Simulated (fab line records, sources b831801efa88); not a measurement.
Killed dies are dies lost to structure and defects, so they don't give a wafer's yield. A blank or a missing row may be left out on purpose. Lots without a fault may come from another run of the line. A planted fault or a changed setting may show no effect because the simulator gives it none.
A struck lot beside a sound one | flow sky130 | 18 steps out of a route of 708
Sound: wafers L427.1, L427.2, L427.4. Struck: wafers L441.1, L441.3. (L441.2 of the same lot was not struck and is left out.) The cause comes at the end.
At each step with rows: each side's tool, then ch and its chambers, then its first start. Under that, the readings that differ: sound wafers | struck wafers | difference of the means | sigmas: that difference in standard deviations of wafers without a fault.
alike: readings whose means differ by less than 2 such deviations, and words and numbers that are the same on both sides. not compared: withheld readings, readings that some wafer has no value for, bounds like >300 that may hide the same value, and numbers for which the record gives no deviation and whose values overlap.
The two part at a step that has a row with sigmas, a row that says differs or no value, or rows on one side only. Numbers that don't overlap but have no deviation are shown without sigmas and don't part them. A reading that every wafer of one side lacks parts them only if that side has two wafers or more.

first, 5 steps without rows for these wafers: SKY_VIA4_COAT_06 (resist thk 1140 nm); SKY_VIA4_SOFTBAKE_07 (time 60 s); SKY_VIA4_EXPOSE_08 (exposes mask VIM4, target cd 800 nm); SKY_VIA4_PEB_09; SKY_VIA4_DEVELOP_10 (develop time 60 s).
SKY_VIA4_OVL_MEAS_11:
  sound on overlay-02, day 44 16:16; struck on overlay-01, day 48 03:27
  alike: VIA4_OVL
SKY_VIA4_ETCH_12: etches SiO2 in C4F8/O2/Ar, stops on TiN, target depth 580 nm.
  sound on rie_diel-04 ch 0,1,3, day 44 16:17; struck on rie_diel-01 ch 1,2, day 48 03:29
  alike: oes_product_au
SKY_VIA4_STRIP_13: strips in O2/N2.
  sound on plasma_asher-04 ch 0,1, day 44 16:22; struck on plasma_asher-01 ch 1, day 48 03:34
  alike: drypump_motor_current_A, oes_product_au, strip_time_to_endpoint_s
  not compared: rf_hours_counter_h
then, 3 steps without rows for these wafers: SKY_VIA4_STRIP_14 (strips in post etch residue remover, time 1200 s); SKY_VIA4_CLEAN_15 (cleans in IPA, time 180 s); SKY_VIA4_CLEAN_16 (cleans in O3/DIW).
SKY_VIA4_SPUTTER_17: material TiN, target thk 20 nm, time 80 s.
  sound on pvd_sputter-04, day 44 16:58; struck on pvd_sputter-01, day 48 04:16
  alike: chamber_pressure_pa, throttle_valve_pct
SKY_VIA4_CVD_18: deposits W, target thk 505 nm, time 152.14 s.
  sound on cvd_w-01 ch 0,1, day 44 17:01; struck on cvd_w-01 ch 0, day 48 04:19
  reading                            | sound                | struck        | difference | sigmas
  susceptor_temp_C (C)               | 400.19 400.15 400.03 | 383.52 383.71 | -16.51     | -83
  model.W_of_VIA4_CVD_18.thk_nm (nm) | 496.3 502.5 497.7    | 369.4 366.9   | -130.7     |
  alike: chamber_pressure_Torr, heater_power_w
SKY_VIA4_RS_MEAS_19: measures by four-point-probe.
  sound on film_metro-04, day 44 17:10; struck on film_metro-03, day 48 04:28
  reading            | sound                | struck        | difference | sigmas
  VIA4_W_RS (ohm/sq) | 0.2299 0.2278 0.2293 | 0.3111 0.3134 | +0.0833    | +38
SKY_VIA4_THK_MEAS_20: measures by xrf.
  sound on film_metro-04, day 44 17:17; struck on film_metro-03, day 48 04:35
  reading         | sound       | struck  | difference | sigmas
  VIA4_W_THK (nm) | 499 503 498 | 369 366 | -132       | -22
SKY_VIA4_CMP_21: polishes, stops on SiO2, t overpolish 25 s, target thk 0 nm.
  sound on cmp-02 ch 0,1,2, day 44 17:21; struck on cmp-01 ch 0,2, day 48 04:39
  reading                | sound       | struck | difference | sigmas
  time_to_endpoint_s (s) | 114 122 118 | 89 87  | -30        | -9
  alike: motor_current_A
SKY_METAL5_SPUTTER_00: material Ti, target thk 15 nm, time 10 s.
  sound on pvd_sputter-03, day 44 17:39; struck on pvd_sputter-03, day 48 04:57
  alike: chamber_pressure_pa, throttle_valve_pct
then, 1 step without rows for these wafers: SKY_PAD_OPEN_PROBE_99.

WHERE THEY PART
First at SKY_VIA4_CVD_18; last, within this record, at SKY_VIA4_CMP_21. Later steps at which nothing parts them and some readings are alike: SKY_METAL5_SPUTTER_00.

WHY: what the simulator had put in
Process parameter drift: cvd_w-01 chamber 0, from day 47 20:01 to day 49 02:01, at SKY_VIA4_CVD_18. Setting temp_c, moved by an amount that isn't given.
